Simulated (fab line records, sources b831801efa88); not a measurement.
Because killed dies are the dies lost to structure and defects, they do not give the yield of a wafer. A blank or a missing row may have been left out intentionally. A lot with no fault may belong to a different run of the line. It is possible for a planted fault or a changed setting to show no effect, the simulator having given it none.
Comparing a struck lot with a sound one | flow sky130 | 28 steps out of a route of 708
Sound: the wafers L184.1, L184.2, L184.5. Wafers struck: L185.3, L185.4, L185.5. At the end, the cause is stated.
Order at every step that has rows: each side's tool, ch and its chambers, its first start. Under that, the readings that differ: sound wafers | struck wafers | difference of the means | sigmas: that difference in standard deviations of wafers without a fault.
alike: readings with means less than 2 such deviations apart, plus words and numbers identical on both sides. not compared: withheld readings, readings lacking a value on some wafer, bounds such as >300 that could conceal the same value, and numbers that have no deviation in the record and whose values overlap.
Wherever a step has rows on one side only, a row that says differs or no value, or a row with sigmas, the two part there. When numbers do not overlap yet have no deviation, they are printed without sigmas and do not part them. A reading missing from all wafers of one side parts the sides only when that side holds two or more wafers.

SKY_VIA4_ETCH_12: etches SiO2 in C4F8/O2/Ar, stops on TiN, target depth 580 nm.
  sound on rie diel-04 ch 0,1,2, day 43 06:14; struck on rie diel-02 ch 1,3, day 43 09:08
  alike: oes product au
SKY_VIA4_STRIP_13: strips in O2/N2.
  sound on plasma asher-04 ch 0,1, day 43 06:19; struck on plasma asher-04 ch 0,1, day 43 09:14
  alike: drypump motor current A, oes product au, strip time to endpoint s
  not compared: rf hours counter h
then, 4 steps without rows for these wafers: SKY_VIA4_STRIP_14 (strips in post etch residue remover, time 1200 s); SKY_VIA4_CLEAN_15 (cleans in IPA, time 180 s); SKY_VIA4_CLEAN_16 (cleans in O3/DIW); SKY_VIA4_SPUTTER_17 (material TiN, target thk 20 nm, time 80 s).
SKY_VIA4_CVD_18: deposits W, target thk 505 nm, time 152.14 s.
  sound on cvd w-01 ch 0,1, day 43 06:59; struck on cvd w-02 ch 0,1, day 43 09:58
  alike: heater power w
SKY_VIA4_RS_MEAS_19: uses a four-point probe to measure.
  sound on film metro-02 at day 43 07:08; struck on film metro-01 at day 43 10:07
  alike: VIA4_W_RS
SKY_VIA4_THK_MEAS_20: measures by xrf.
  sound on film metro-02 at day 43 07:16; struck on film metro-01 at day 43 10:13
  alike: VIA4_W_THK
SKY_VIA4_CMP_21: polishes, stops on SiO2, t overpolish 25 s, target thk 0 nm.
  sound on cmp-02 ch 1,2,3, day 43 07:22; struck on cmp-02 ch 0,1,2, day 43 10:15
  alike: edge zone pressure frac, head pressure psi, motor current A, overpolish run s, time to endpoint s
then, 1 step without rows for these wafers: SKY_METAL5_SPUTTER_00 (material Ti, target thk 15 nm, time 10 s).
SKY_METAL5_SPUTTER_01: material TiN, target thk 20 nm, time 16.7 s.
  sound on pvd sputter-01 at day 43 07:41; struck on pvd sputter-01 at day 43 10:35
  alike: throttle valve pct
SKY_METAL5_SPUTTER_02: material AlCu, target thk 1150 nm, time 61.2 s.
  sound on pvd sputter-01 at day 43 07:43; struck on pvd sputter-01 at day 43 10:36
  reading                                     | sound          | struck         | difference | sigmas
  model.AlCu_of_METAL5_SPUTTER_02.thk nm (nm) | 1156 1162 1166 | 1437 1435 1438 | +275       |
  alike: throttle valve pct
then, 2 steps without rows for these wafers: SKY_METAL5_SPUTTER_03 (material Ti, target thk 5 nm, time 3.3 s); SKY_METAL5_SPUTTER_04 (material TiN, target thk 70 nm, time 58.3 s).
SKY_METAL5_RS_MEAS_05: uses a four-point probe to measure.
  sound on film metro-01 at day 43 07:50; struck on film metro-04 at day 43 10:46
  reading                 | sound                   | struck                 | difference | sigmas
  METAL5_ALCU_RS (ohm/sq) | 0.02692 0.02677 0.02669 | 0.02166 0.0217 0.02163 | -0.00513   | -24
SKY_METAL5_THK_MEAS_06: measures by xrf.
  sound on film metro-01 at day 43 07:57; struck on film metro-04 at day 43 10:52
  reading              | sound          | struck         | difference | sigmas
  METAL5_ALCU_THK (nm) | 1147 1155 1155 | 1431 1425 1424 | +274       | +27
then, 8 steps without rows for these wafers: SKY_METAL5_DEHYDRATE_07 (time 60 s); SKY_METAL5_HMDS_08 (prime time 60 s); SKY_METAL5_COAT_09 (resist thk 1800 nm); SKY_METAL5_SOFTBAKE_10 (time 60 s); SKY_METAL5_EXPOSE_11 (exposes mask MM5, target cd 1600 nm); SKY_METAL5_PEB_12; SKY_METAL5_DEVELOP_13 (develop time 60 s); SKY_METAL5_DESCUM_14 (chemistry O2, time 11 s).
SKY_METAL5_METAL_ETCH_15: etches the open film in Cl2/BCl3, stops on SiO2, target depth 1260 nm, time 252 s.
  sound on rie metal-01 ch 0,1, day 44 06:10; struck on rie metal-01 ch 0,1, day 44 08:57
  reading               | sound             | struck            | difference | sigmas
  oes product au (a.u.) | 0.899 0.893 0.898 | 0.995 0.997 0.989 | +0.097     | +20
  alike: bcl3 flow sccm, drypump motor current A, throttle valve pct
  not compared: rf hours counter h
then, 1 step without rows for these wafers: SKY_METAL5_STRIP_16 (strips in O2/N2).
SKY_PAD_OPEN_PROBE_99:
  rows exist in the record for the sound wafers here (prober-02, day 46 05:20), none for the struck ones

WHERE THEY PART
First at SKY_METAL5_RS_MEAS_05; last, within this record, at SKY_PAD_OPEN_PROBE_99.

WHY: whatever the simulator had introduced
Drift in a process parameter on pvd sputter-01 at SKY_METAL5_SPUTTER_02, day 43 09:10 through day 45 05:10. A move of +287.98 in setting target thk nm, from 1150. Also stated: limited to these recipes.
